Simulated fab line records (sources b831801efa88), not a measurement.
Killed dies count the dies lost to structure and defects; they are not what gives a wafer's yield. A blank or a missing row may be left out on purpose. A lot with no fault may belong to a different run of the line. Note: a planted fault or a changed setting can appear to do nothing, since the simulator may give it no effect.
fab line records	flow gf180mcu
record lots=24	wafers=72	lastDay=34
route steps=602 shown POLY_GATE@158 NSD@246 V5@561 TOP_METAL@570 PASSIVATION@589
lots untouched by any fault: they come from a run of this same line in which no faults occurred
startH: the number of hours between the record's first day and the start of the first shown wafer of the lot	waitH: hours from the lot's prior step to this one	" as in the row above	L1.1+2: a row that stands for several wafers	- no value, or no start given	* or withheld: withheld	< > ~ a bound
route shown NAME@n: NAME is a module with steps in the file, n the number in the route of the first one	usual: average and standard deviation across the fault-free wafers	same: alike in all rows	chamber/n: place in a boat	sites: the reading at each site	_std_site: the standard deviation of these	_edge_site: outer sites' mean less inner sites'	radiusMm: for every site, how far away it sits from the centre of the wafer	mask NAME#n: copy n	behind: the tool/chamber that last shaped the wafer	hold: what put the lot on hold/how long, in hours/how the hold closed	device: the n, p or np transistor that did not switch	end of line: tests of these same wafers at the route's end	a step with no rows: only its recipe	killed: not the wafer's yield, but the dies lost to structure and defects at the first sort	map: per-die view of a wafer (x killed, . not killed, _ where there is no die)
set.NAME: setting as actually run; set.NAME@STEP: the setting as run at that earlier step	model.NAME: the simulator's own value behind a step, which no gauge read
steps of the route over a sample of lots; a table a step, a row a wafer
services: when a tool's chamber went out of use (startH, in hours from the record's first day, below 0 if earlier), for how many hours, and the reason
## steps
# step GF_POLY_GATE_THK_MEAS_01
# recipe reads=poly-Si_of_POLY_GATE_CVD_00
# usual POLY_GATE_CVD_00_THK=200.4/2
lot.wafer	tool	chamber	startH	waitH	POLY_GATE_CVD_00_THK[nm]
L074.4	filmMetro-02	-	174.92	0.0	201.2
L074.5	"	-	"	"	199.4
L074.6	"	-	"	"	199.0
L075.4	filmMetro-03	-	182.39	0.0	198.2
L075.5	"	-	"	"	199.5
L075.6	"	-	"	"	197.1
L076.3	filmMetro-02	-	187.70	0.0	199.9
L076.5	"	-	"	"	202.9
L076.6	"	-	"	"	201.2
L078.1	filmMetro-02	-	209.89	0.0	199.3
L078.2	"	-	"	"	199.3
L078.3	"	-	"	"	199.6
L077.4	filmMetro-03	-	209.92	0.0	197.8
L077.5	"	-	"	"	196.1
L077.6	"	-	"	"	195.6
L079.2	filmMetro-01	-	224.08	0.0	201.1
L079.4	"	-	"	"	202.0
L079.5	"	-	"	"	202.3
L080.1	filmMetro-03	-	234.40	0.0	200.6
L080.3	"	-	"	"	201.4
L080.4	"	-	"	"	200.9
L081.1	filmMetro-02	-	243.80	0.0	202.3
L081.4	"	-	"	"	202.8
L081.6	"	-	"	"	201.7
L082.2	filmMetro-01	-	243.81	0.0	199.6
L082.4	"	-	"	"	198.2
L082.5	"	-	"	"	196.7
L083.3	filmMetro-02	-	253.19	0.0	200.6
L083.4	"	-	"	"	201.6
L083.5	"	-	"	"	203.9
L084.2	filmMetro-03	-	259.41	0.0	199.4
L084.4	"	-	"	"	200.6
L084.6	"	-	"	"	199.2
L085.3	filmMetro-03	-	260.47	0.0	198.3
L085.4	"	-	"	"	198.5
L085.5	"	-	"	"	201.0
L086.1	filmMetro-01	-	267.94	0.0	203.8
L086.4	"	-	"	"	203.8
L086.5	"	-	"	"	204.5
L087.4	filmMetro-01	-	270.03	0.0	201.3
L087.5	"	-	"	"	200.5
L087.6	"	-	"	"	201.8
L088.1	filmMetro-03	-	278.14	0.0	201.0
L088.2	"	-	"	"	199.7
L088.4	"	-	"	"	200.7
L089.2	filmMetro-03	-	287.92	0.0	197.6
L089.4	"	-	"	"	199.4
L089.5	"	-	"	"	199.9
L090.2	filmMetro-02	-	295.44	0.0	201.4
L090.4	"	-	"	"	200.2
L090.6	"	-	"	"	198.2
L091.1	filmMetro-01	-	297.74	0.0	201.6
L091.2	"	-	"	"	201.3
L091.6	"	-	"	"	201.2
L092.1	filmMetro-03	-	306.78	0.0	201.9
L092.4	"	-	"	"	202.9
L092.5	"	-	"	"	201.5
L093.4	filmMetro-02	-	311.89	0.0	203.1
L093.5	"	-	"	"	201.5
L093.6	"	-	"	"	200.7
L094.2	filmMetro-02	-	315.96	0.0	204.2
L094.4	"	-	"	"	204.3
L094.5	"	-	"	"	204.7
L095.1	filmMetro-03	-	324.80	0.0	201.7
L095.4	"	-	"	"	199.2
L095.6	"	-	"	"	198.5
L096.2	filmMetro-03	-	331.93	0.0	195.6
L096.4	"	-	"	"	196.9
L096.6	"	-	"	"	197.9
L097.1	filmMetro-02	-	340.60	0.0	199.7
L097.2	"	-	"	"	199.1
L097.5	"	-	"	"	199.0
# step GF_POLY_GATE_STRIP_14
# recipe chemistry=O2/N2	powerW=1400	pressureMtorr=1500	platenTempC=250	o2FlowSccm=3000	n2FlowSccm=300	overashFraction=0.5
# usual chamberPressureMTorr=1500.2/1.3	drypumpMotorCurrentA=5.7/0.6	heaterPowerW=336/33	oesProductAu=0.506/0.0045
# same overashFraction=0.5
lot.wafer	tool	chamber	startH	waitH	chamberPressureMTorr	drypumpMotorCurrentA	heaterPowerW	oesProductAu	rfHoursCounterH
L074.4	plasmaAsher-04	0	191.80	0.1	1498.7	5.2	309	0.505	-
L074.5	"	0	"	"	1498.2	5.2	309	0.502	-
L074.6	"	1	"	"	1499.6	5.2	309	0.509	-
L075.4	plasmaAsher-03	0	199.22	0.1	1497.5	5.9	365	0.498	-
L075.5	"	1	"	"	1500.5	5.8	317	0.506	-
L075.6	"	0	"	"	1498.9	5.9	340	0.504	-
L076.3	plasmaAsher-02	1	205.01	0.1	1499.6	6.8	396	0.508	-
L076.5	"	1	"	"	1499.3	6.8	391	0.502	-
L076.6	"	0	"	"	1497.6	5.4	338	0.505	-
L078.1	plasmaAsher-04	0	227.42	0.0	1500.2	5.2	305	0.509	54
L078.2	"	1	"	"	1499.7	5.2	306	0.504	54
L078.3	"	1	"	"	1499.3	5.2	298	0.508	-
L077.4	plasmaAsher-02	1	227.46	0.1	1501.0	6.8	396	0.501	-
L077.5	"	0	"	"	1499.8	5.4	345	0.511	-
L077.6	"	1	"	"	1498.9	6.8	390	0.503	-
L079.2	plasmaAsher-03	1	242.52	0.0	1500.2	5.8	324	0.501	15
L079.4	"	1	"	"	1498.4	5.9	329	0.509	-
L079.5	"	0	"	"	1500.5	5.9	351	0.504	-
L080.1	plasmaAsher-03	1	253.31	0.0	1500.4	5.8	316	0.501	17
L080.3	"	1	"	"	1501.8	5.9	324	0.500	-
L080.4	"	0	"	"	1500.4	5.9	363	0.507	-
L082.2	plasmaAsher-04	1	262.77	0.0	1499.5	5.2	303	0.500	58
L082.4	"	1	"	"	1500.0	5.2	305	0.502	-
L082.5	"	1	"	"	1501.2	5.2	309	0.506	-
L081.1	plasmaAsher-02	1	263.12	0.0	1502.0	6.8	381	0.503	64
L081.4	"	0	"	"	1500.4	5.4	332	0.505	-
L081.6	"	1	"	"	1503.5	6.8	399	0.501	-
L083.3	plasmaAsher-04	1	272.60	0.1	1499.7	5.2	302	0.510	-
L083.4	"	0	"	"	1500.8	5.2	317	0.503	-
L083.5	"	1	"	"	1499.5	5.2	302	0.499	-
L084.2	plasmaAsher-02	0	279.26	0.0	1500.7	5.4	347	0.509	65
L084.4	"	0	"	"	1498.9	5.4	347	0.509	-
L084.6	"	1	"	"	1500.7	6.8	406	0.500	-
L085.3	plasmaAsher-02	1	280.61	0.1	1500.9	6.8	393	0.509	-
L085.4	"	0	"	"	1500.4	5.4	348	0.503	-
L085.5	"	1	"	"	1500.6	6.8	380	0.497	-
L086.1	plasmaAsher-04	0	287.47	0.0	1500.0	5.2	306	0.517	60
L086.4	"	1	"	"	1499.5	5.2	314	0.508	-
L086.5	"	0	"	"	1500.6	5.2	306	0.506	-
L087.4	plasmaAsher-04	0	289.86	0.1	1501.7	5.2	310	0.506	-
L087.5	"	1	"	"	1501.0	5.3	304	0.509	-
L087.6	"	0	"	"	1499.2	5.2	314	0.509	-
L088.1	plasmaAsher-04	1	298.02	0.0	1500.0	5.3	302	0.503	61
L088.2	"	0	"	"	1498.4	5.2	311	0.510	61
L088.4	"	0	"	"	1499.2	5.2	301	0.508	-
L089.2	plasmaAsher-02	1	308.76	0.0	1500.9	6.8	395	0.508	68
L089.4	"	0	"	"	1500.7	5.4	345	0.508	-
L089.5	"	1	"	"	1499.8	6.8	392	0.509	-
L090.2	plasmaAsher-02	0	315.91	0.0	1498.7	5.4	344	0.503	69
L090.4	"	1	"	"	1499.7	6.8	391	0.498	-
L090.6	"	0	"	"	1501.0	5.4	339	0.514	-
L091.1	plasmaAsher-02	1	318.01	0.0	1500.8	6.8	393	0.502	69
L091.2	"	0	"	"	1502.4	5.4	343	0.501	69
L091.6	"	0	"	"	1499.3	5.4	354	0.511	-
L092.1	plasmaAsher-04	0	327.66	0.0	1500.4	5.2	318	0.507	64
L092.4	"	1	"	"	1499.4	5.2	297	0.507	-
L092.5	"	0	"	"	1500.9	5.2	306	0.508	-
L093.4	plasmaAsher-04	0	333.21	0.1	1499.4	5.2	306	0.509	-
L093.5	"	0	"	"	1501.8	5.2	309	0.519	-
L093.6	"	1	"	"	1500.7	5.2	306	0.505	-
L094.2	plasmaAsher-02	1	337.57	0.0	1500.9	6.8	386	0.508	71
L094.4	"	0	"	"	1499.1	5.4	339	0.503	-
L094.5	"	0	"	"	1498.2	5.4	344	0.497	-
L095.1	plasmaAsher-03	0	346.56	0.0	1499.7	5.9	352	0.509	27
L095.4	"	1	"	"	1500.6	5.8	328	0.501	-
L095.6	"	1	"	"	1499.1	5.8	326	0.510	-
L096.2	plasmaAsher-02	1	354.03	0.0	1498.6	6.8	396	0.501	73
L096.4	"	1	"	"	1501.2	6.8	388	0.508	-
L096.6	"	1	"	"	1501.9	6.8	395	0.508	-
L097.1	plasmaAsher-04	0	362.58	0.0	1502.1	5.2	303	0.506	68
L097.2	"	1	"	"	1499.8	5.3	305	0.505	68
L097.5	"	0	"	"	1499.2	5.2	309	0.513	-
# step GF_NSD_STRIP_11
# recipe chemistry=O2/N2	powerW=1400	pressureMtorr=1500	platenTempC=250	o2FlowSccm=3000	n2FlowSccm=300	overashFraction=0.5
# usual chamberPressureMTorr=1500.1/1.4	drypumpMotorCurrentA=6.0/0.48	heaterPowerW=344/28	oesProductAu=0.487/0.0043	stripTimeToEndpointS=22.94/0.041
# same overashFraction=0.5
lot.wafer	tool	chamber	startH	waitH	chamberPressureMTorr	drypumpMotorCurrentA	heaterPowerW	oesProductAu	rfHoursCounterH	stripTimeToEndpointS
L074.4	plasmaAsher-03	1	289.41	0.1	1498.0	5.9	327	0.487	-	22.98
L074.5	"	0	"	"	1500.0	5.9	353	0.496	-	22.92
L074.6	"	1	"	"	1499.1	5.8	328	0.489	-	22.90
L075.4	plasmaAsher-01	1	295.76	0.1	1500.4	6.1	364	0.483	-	22.93
L075.5	"	0	"	"	1502.7	5.6	303	0.490	-	22.87
L075.6	"	1	"	"	1497.9	6.1	366	0.483	-	22.91
L076.3	plasmaAsher-01	0	305.06	0.1	1499.8	5.6	294	0.485	-	22.96
L076.5	"	1	"	"	1500.1	6.1	371	0.491	-	22.95
L076.6	"	0	"	"	1500.9	5.6	289	0.487	-	22.99
L078.1	plasmaAsher-01	1	329.46	0.1	1498.4	6.1	371	0.483	50	22.93
L078.2	"	0	"	"	1501.1	5.6	294	0.479	50	22.92
L078.3	"	1	"	"	1501.5	6.1	365	0.481	-	22.91
L077.4	plasmaAsher-02	0	333.06	0.1	1500.2	5.4	352	0.481	-	22.93
L077.5	"	0	"	"	1502.8	5.4	342	0.485	-	22.96
L077.6	"	1	"	"	1498.8	6.8	394	0.494	-	23.01
L079.2	plasmaAsher-02	1	348.92	0.1	1499.6	6.8	402	0.486	72	22.93
L079.4	"	1	"	"	1500.6	6.8	388	0.495	-	22.92
L079.5	"	1	"	"	1499.9	6.7	395	0.491	-	22.94
L080.1	plasmaAsher-02	1	361.12	0.1	1499.8	6.8	403	0.486	74	22.96
L080.3	"	1	"	"	1500.2	6.8	385	0.482	-	23.02
L080.4	"	0	"	"	1499.2	5.4	340	0.484	-	22.98
L082.2	plasmaAsher-01	0	371.16	0.1	1498.7	5.6	304	0.494	54	22.97
L082.4	"	0	"	"	1499.2	5.6	291	0.487	-	22.95
L082.5	"	1	"	"	1499.8	6.1	355	0.476	-	22.94
L081.1	plasmaAsher-01	0	373.41	0.1	1500.6	5.6	297	0.492	54	22.97
L081.4	"	1	"	"	1499.0	6.1	365	0.491	-	22.95
L081.6	"	0	"	"	1499.7	5.6	286	0.483	-	22.90
L083.3	plasmaAsher-03	0	385.24	0.1	1500.1	5.9	347	0.489	-	22.91
L083.4	"	1	"	"	1502.3	5.8	323	0.486	-	22.92
L083.5	"	1	"	"	1500.6	5.8	323	0.479	-	22.92
L084.2	plasmaAsher-03	0	390.87	0.1	1498.5	5.9	348	0.484	32	22.90
L084.4	"	1	"	"	1497.8	5.9	318	0.485	-	22.89
L084.6	"	0	"	"	1500.2	5.9	348	0.487	-	22.91
L085.3	plasmaAsher-01	0	396.41	0.1	1498.9	5.6	298	0.486	-	22.88
L085.4	"	1	"	"	1501.5	6.1	357	0.486	-	22.86
L085.5	"	1	"	"	1497.6	6.1	366	0.496	-	22.91
L086.1	plasmaAsher-01	1	402.16	0.1	1497.2	6.1	359	0.486	57	22.94
L086.4	"	1	"	"	1501.9	6.1	367	0.487	-	22.92
L086.5	"	1	"	"	1500.3	6.1	362	0.486	-	22.97
L087.4	plasmaAsher-02	1	404.90	0.1	1496.5	6.8	390	0.490	-	22.95
L087.5	"	1	"	"	1501.3	6.8	379	0.487	-	22.90
L087.6	"	0	"	"	1498.4	5.4	353	0.480	-	22.92
L088.1	plasmaAsher-02	0	415.09	0.1	1502.0	5.4	341	0.488	78	23.02
L088.2	"	1	"	"	1501.4	6.8	391	0.478	78	23.02
L088.4	"	1	"	"	1501.5	6.8	388	0.491	-	22.97
L089.2	plasmaAsher-03	1	428.11	0.1	1499.2	5.8	317	0.486	37	22.94
L089.4	"	0	"	"	1500.0	5.9	347	0.486	-	22.91
L089.5	"	0	"	"	1499.8	5.9	353	0.488	-	22.96
L090.2	plasmaAsher-03	1	435.46	0.1	1499.3	5.8	320	0.479	38	22.99
L090.4	"	1	"	"	1500.8	5.8	321	0.485	-	22.95
L090.6	"	1	"	"	1500.9	5.8	325	0.493	-	22.99
L091.1	plasmaAsher-02	1	436.76	0.1	1502.7	6.8	361	0.492	1	22.99
L091.2	"	0	"	"	1502.1	5.4	342	0.493	1	23.02
L091.6	"	0	"	"	1501.4	5.4	340	0.489	-	22.98
L092.1	plasmaAsher-02	1	447.06	0.1	1499.6	6.8	358	0.481	2	22.94
L092.4	"	1	"	"	1499.2	6.7	359	0.488	-	22.94
L092.5	"	0	"	"	1502.1	5.4	339	0.489	-	22.96
L093.4	plasmaAsher-02	0	456.69	0.1	1497.2	5.4	339	0.494	-	22.91
L093.5	"	1	"	"	1499.5	6.8	363	0.488	-	22.90
L093.6	"	0	"	"	1500.5	5.4	345	0.485	-	22.88
L094.2	plasmaAsher-02	0	466.16	0.1	1499.1	5.4	346	0.484	5	23.00
L094.4	"	1	"	"	1502.4	6.8	360	0.484	-	23.02
L094.5	"	1	"	"	1499.3	6.8	366	0.492	-	23.03
L095.1	plasmaAsher-03	0	469.56	0.1	1498.7	5.9	346	0.483	43	22.97
L095.4	"	0	"	"	1499.3	5.9	351	0.481	-	22.96
L095.6	"	0	"	"	1502.4	5.9	350	0.493	-	22.97
L096.2	plasmaAsher-03	1	478.26	0.1	1501.3	5.8	319	0.493	44	22.88
L096.4	"	1	"	"	1498.6	5.8	315	0.483	-	22.86
L096.6	"	0	"	"	1502.3	5.9	354	0.487	-	22.85
L097.1	plasmaAsher-02	1	485.62	0.1	1499.2	6.8	361	0.491	7	22.98
L097.2	"	0	"	"	1500.2	5.4	334	0.480	7	22.95
L097.5	"	1	"	"	1499.3	6.8	372	0.492	-	22.97
# step GF_V5_SPUTTER_21
# recipe material=Ti	targetThkNm=15	chamberPressurePa=5	powerW=2500	substrateTempC=200	timeS=80.02
# usual throttleValvePct=29.9/0.96
lot.wafer	tool	chamber	startH	waitH	throttleValvePct
L074.4	pvdSputter-02	-	624.37	0.0	30.1
L074.5	"	-	"	"	30.6
L074.6	"	-	"	"	29.8
L075.4	pvdSputter-04	-	628.45	0.0	28.6
L075.5	"	-	"	"	29.0
L075.6	"	-	"	"	31.3
L076.3	pvdSputter-02	-	637.74	0.0	29.3
L076.5	"	-	"	"	30.2
L076.6	"	-	"	"	30.2
L078.1	pvdSputter-02	-	659.56	0.0	29.1
L078.2	"	-	"	"	30.6
L078.3	"	-	"	"	30.3
L077.4	pvdSputter-04	-	663.50	0.0	30.0
L077.5	"	-	"	"	28.5
L077.6	"	-	"	"	29.8
L079.2	pvdSputter-02	-	677.40	0.0	30.1
L079.4	"	-	"	"	30.7
L079.5	"	-	"	"	29.5
L080.1	pvdSputter-04	-	687.15	0.0	31.1
L080.3	"	-	"	"	29.1
L080.4	"	-	"	"	30.2
L082.2	pvdSputter-01	-	695.92	0.0	29.1
L082.4	"	-	"	"	31.5
L082.5	"	-	"	"	30.5
L081.1	pvdSputter-04	-	699.35	0.0	31.0
L081.4	"	-	"	"	28.4
L081.6	"	-	"	"	30.0
L083.3	pvdSputter-01	-	709.49	0.0	31.6
L083.4	"	-	"	"	31.8
L083.5	"	-	"	"	31.8
L084.2	pvdSputter-04	-	712.69	0.0	30.0
L084.4	"	-	"	"	30.9
L084.6	"	-	"	"	31.0
L085.3	pvdSputter-04	-	715.07	0.0	30.1
L085.4	"	-	"	"	28.5
L085.5	"	-	"	"	28.3
L086.1	pvdSputter-04	-	722.65	0.0	31.0
L086.4	"	-	"	"	28.4
L086.5	"	-	"	"	30.1
L087.4	pvdSputter-04	-	726.88	0.0	28.4
L087.5	"	-	"	"	30.2
L087.6	"	-	"	"	28.4
L088.1	pvdSputter-02	-	729.10	0.0	30.1
L088.2	"	-	"	"	29.8
L088.4	"	-	"	"	29.4
L089.2	pvdSputter-04	-	740.95	0.0	30.2
L089.4	"	-	"	"	28.5
L089.5	"	-	"	"	30.3
L090.2	pvdSputter-02	-	747.23	0.0	29.9
L090.4	"	-	"	"	29.3
L090.6	"	-	"	"	30.7
L091.1	pvdSputter-04	-	747.58	0.0	28.1
L091.2	"	-	"	"	31.0
L091.6	"	-	"	"	29.0
L092.1	pvdSputter-01	-	755.55	0.0	28.9
L092.4	"	-	"	"	30.5
L092.5	"	-	"	"	30.6
L093.4	pvdSputter-01	-	760.93	0.0	32.0
L093.5	"	-	"	"	29.1
L093.6	"	-	"	"	30.5
L094.2	pvdSputter-04	-	767.23	0.0	29.4
L094.4	"	-	"	"	30.8
L094.5	"	-	"	"	29.2
L095.1	pvdSputter-04	-	769.35	0.0	30.9
L095.4	"	-	"	"	30.0
L095.6	"	-	"	"	31.0
L096.2	pvdSputter-02	-	775.75	0.0	29.0
L096.4	"	-	"	"	30.8
L096.6	"	-	"	"	29.9
L097.1	pvdSputter-01	-	779.78	0.0	29.2
L097.2	"	-	"	"	32.0
L097.5	"	-	"	"	31.9
# step GF_TOP_METAL_SPUTTER_03
# recipe material=Ti	targetThkNm=5	substrateTempC=300	chamberPressurePa=0.3	powerW=3000	timeS=3.3
# usual throttleValvePct=30.1/1.1
lot.wafer	tool	chamber	startH	waitH	throttleValvePct
L074.4	pvdSputter-03	-	625.23	0.0	29.3
L074.5	"	-	"	"	29.1
L074.6	"	-	"	"	29.5
L075.4	pvdSputter-03	-	629.32	0.0	29.3
L075.5	"	-	"	"	29.2
L075.6	"	-	"	"	30.1
L076.3	pvdSputter-04	-	638.60	0.0	29.3
L076.5	"	-	"	"	31.1
L076.6	"	-	"	"	28.8
L078.1	pvdSputter-03	-	660.42	0.0	29.3
L078.2	"	-	"	"	31.7
L078.3	"	-	"	"	29.6
L077.4	pvdSputter-04	-	664.36	0.0	30.9
L077.5	"	-	"	"	28.5
L077.6	"	-	"	"	30.1
L079.2	pvdSputter-01	-	678.26	0.0	31.6
L079.4	"	-	"	"	31.9
L079.5	"	-	"	"	31.8
L080.1	pvdSputter-01	-	688.01	0.0	32.2
L080.3	"	-	"	"	29.3
L080.4	"	-	"	"	29.2
L082.2	pvdSputter-03	-	696.78	0.0	29.2
L082.4	"	-	"	"	29.4
L082.5	"	-	"	"	29.6
L081.1	pvdSputter-03	-	700.22	0.0	31.5
L081.4	"	-	"	"	29.8
L081.6	"	-	"	"	31.5
L083.3	pvdSputter-03	-	710.36	0.0	29.5
L083.4	"	-	"	"	29.4
L083.5	"	-	"	"	28.9
L084.2	pvdSputter-04	-	713.58	0.0	28.8
L084.4	"	-	"	"	30.3
L084.6	"	-	"	"	29.7
L085.3	pvdSputter-03	-	715.93	0.0	29.0
L085.4	"	-	"	"	29.2
L085.5	"	-	"	"	29.5
L086.1	pvdSputter-03	-	723.51	0.0	29.2
L086.4	"	-	"	"	29.1
L086.5	"	-	"	"	29.9
L087.4	pvdSputter-01	-	727.75	0.0	30.3
L087.5	"	-	"	"	30.4
L087.6	"	-	"	"	31.8
L088.1	pvdSputter-03	-	729.97	0.0	29.8
L088.2	"	-	"	"	29.2
L088.4	"	-	"	"	31.5
L089.2	pvdSputter-01	-	741.81	0.0	30.8
L089.4	"	-	"	"	32.1
L089.5	"	-	"	"	31.8
L090.2	pvdSputter-01	-	748.10	0.0	29.1
L090.4	"	-	"	"	30.6
L090.6	"	-	"	"	31.6
L091.1	pvdSputter-04	-	748.45	0.0	28.7
L091.2	"	-	"	"	29.4
L091.6	"	-	"	"	31.0
L092.1	pvdSputter-01	-	756.41	0.0	30.7
L092.4	"	-	"	"	31.9
L092.5	"	-	"	"	31.6
L093.4	pvdSputter-03	-	762.10	0.0	31.2
L093.5	"	-	"	"	31.3
L093.6	"	-	"	"	29.1
L094.2	pvdSputter-04	-	768.10	0.0	30.1
L094.4	"	-	"	"	28.4
L094.5	"	-	"	"	29.3
L095.1	pvdSputter-01	-	770.22	0.0	29.0
L095.4	"	-	"	"	30.7
L095.6	"	-	"	"	30.6
L096.2	pvdSputter-04	-	776.62	0.0	28.7
L096.4	"	-	"	"	31.1
L096.6	"	-	"	"	29.1
L097.1	pvdSputter-04	-	781.15	0.0	30.5
L097.2	"	-	"	"	28.5
L097.5	"	-	"	"	29.4
# step GF_PASSIVATION_CVD_02
# recipe material=Si3N4	targetThkNm=700	timeS=486.18	tempC=400	rfW=450
# usual heaterPowerW=690/110	susceptorTempC=399.98/0.21
lot.wafer	tool	chamber	startH	waitH	heaterPowerW	susceptorTempC
L074.4	pecvd-04	2	646.65	0.2	572	400.06
L074.5	"	1	"	"	524	399.98
L074.6	"	0	"	"	743	400.26
L075.4	pecvd-04	1	649.60	0.2	673	399.70
L075.5	"	0	"	"	604	400.13
L075.6	"	2	"	"	650	399.78
L076.3	pecvd-02	1	659.31	0.2	801	399.97
L076.5	"	0	"	"	793	400.22
L076.6	"	1	"	"	666	399.68
L078.1	pecvd-04	2	680.36	0.1	668	399.74
L078.2	"	0	"	"	758	399.77
L078.3	"	1	"	"	667	400.22
L077.4	pecvd-02	2	684.68	0.2	762	399.85
L077.5	"	1	"	"	788	399.81
L077.6	"	0	"	"	909	399.61
L079.2	pecvd-02	1	698.07	0.0	726	399.69
L079.4	"	2	"	"	754	399.96
L079.5	"	0	"	"	969	400.17
L080.1	pecvd-04	0	707.63	0.1	690	399.73
L080.3	"	2	"	"	681	399.97
L080.4	"	0	"	"	733	399.53
L082.2	pecvd-01	0	715.52	0.0	616	400.22
L082.4	"	2	"	"	791	399.79
L082.5	"	1	"	"	627	399.75
L081.1	pecvd-04	1	719.86	0.1	614	399.95
L081.4	"	1	"	"	646	400.27
L081.6	"	0	"	"	743	399.98
L083.3	pecvd-04	0	729.55	0.0	672	400.14
L083.4	"	0	"	"	692	399.85
L083.5	"	1	"	"	544	400.05
L084.2	pecvd-04	0	732.15	0.0	656	400.41
L084.4	"	2	"	"	719	400.16
L084.6	"	0	"	"	680	400.21
L085.3	pecvd-01	1	735.06	0.0	529	399.73
L085.4	"	2	"	"	765	400.12
L085.5	"	1	"	"	552	400.18
L086.1	pecvd-01	0	742.40	0.1	650	399.96
L086.4	"	1	"	"	540	399.79
L086.5	"	2	"	"	831	400.45
L087.4	pecvd-01	0	746.30	0.2	663	399.89
L087.5	"	1	"	"	483	399.89
L087.6	"	2	"	"	834	400.00
L088.1	pecvd-01	1	748.05	0.1	575	399.59
L088.2	"	2	"	"	725	400.12
L088.4	"	1	"	"	593	399.69
L089.2	pecvd-02	0	759.99	0.0	942	400.08
L089.4	"	1	"	"	758	399.86
L089.5	"	0	"	"	779	399.85
L090.2	pecvd-02	2	766.03	0.0	789	400.20
L090.4	"	0	"	"	970	400.63
L090.6	"	2	"	"	626	400.20
L091.1	pecvd-04	0	766.30	0.1	700	399.65
L091.2	"	1	"	"	586	400.01
L091.6	"	1	"	"	635	400.00
L092.1	pecvd-01	2	774.25	0.1	672	399.69
L092.4	"	1	"	"	577	399.94
L092.5	"	0	"	"	656	400.11
L093.4	pecvd-04	1	778.92	0.2	543	399.91
L093.5	"	2	"	"	694	399.84
L093.6	"	0	"	"	625	400.18
L094.2	pecvd-01	1	784.78	0.0	505	399.93
L094.4	"	1	"	"	556	399.89
L094.5	"	2	"	"	831	400.08
L095.1	pecvd-02	1	786.85	0.1	694	400.04
L095.4	"	2	"	"	789	399.96
L095.6	"	1	"	"	735	399.79
L096.2	pecvd-01	2	793.30	0.0	695	399.84
L096.4	"	0	"	"	650	400.45
L096.6	"	1	"	"	570	399.89
L097.1	pecvd-04	1	797.32	0.1	621	400.36
L097.2	"	2	"	"	686	399.80
L097.5	"	1	"	"	646	400.12
## services
tool	chamber	startH	hours	kind
pvdSputter-04	-	173.50	2.7	repair
pvdSputter-01	-	209.64	1.6	repair
pvdSputter-04	-	233.47	1.5	repair
plasmaAsher-04	-	246.49	1.4	repair
pecvd-04	-	264.78	2.8	pm
pvdSputter-03	-	274.51	2.3	repair
pvdSputter-01	-	290.00	5.3	repair
pvdSputter-01	-	299.19	20.2	repair
pecvd-04	-	383.03	1.0	repair
plasmaAsher-02	-	385.01	4.6	repair
plasmaAsher-04	-	388.78	1.6	repair
pvdSputter-01	-	405.16	5.3	repair
plasmaAsher-02	-	421.25	9.0	pm
plasmaAsher-03	-	440.73	2.4	repair
pvdSputter-04	-	467.62	11.1	repair
pvdSputter-04	-	518.63	1.4	repair
pvdSputter-03	-	536.65	5.2	repair
pecvd-04	-	539.65	14.6	pm
pvdSputter-01	-	584.88	11.2	repair
pvdSputter-01	-	637.10	4.1	repair
pvdSputter-04	-	705.74	1.7	repair
plasmaAsher-03	-	733.99	10.3	repair
plasmaAsher-02	-	735.06	2.0	repair
plasmaAsher-02	-	763.96	0.7	repair
## key
fault none
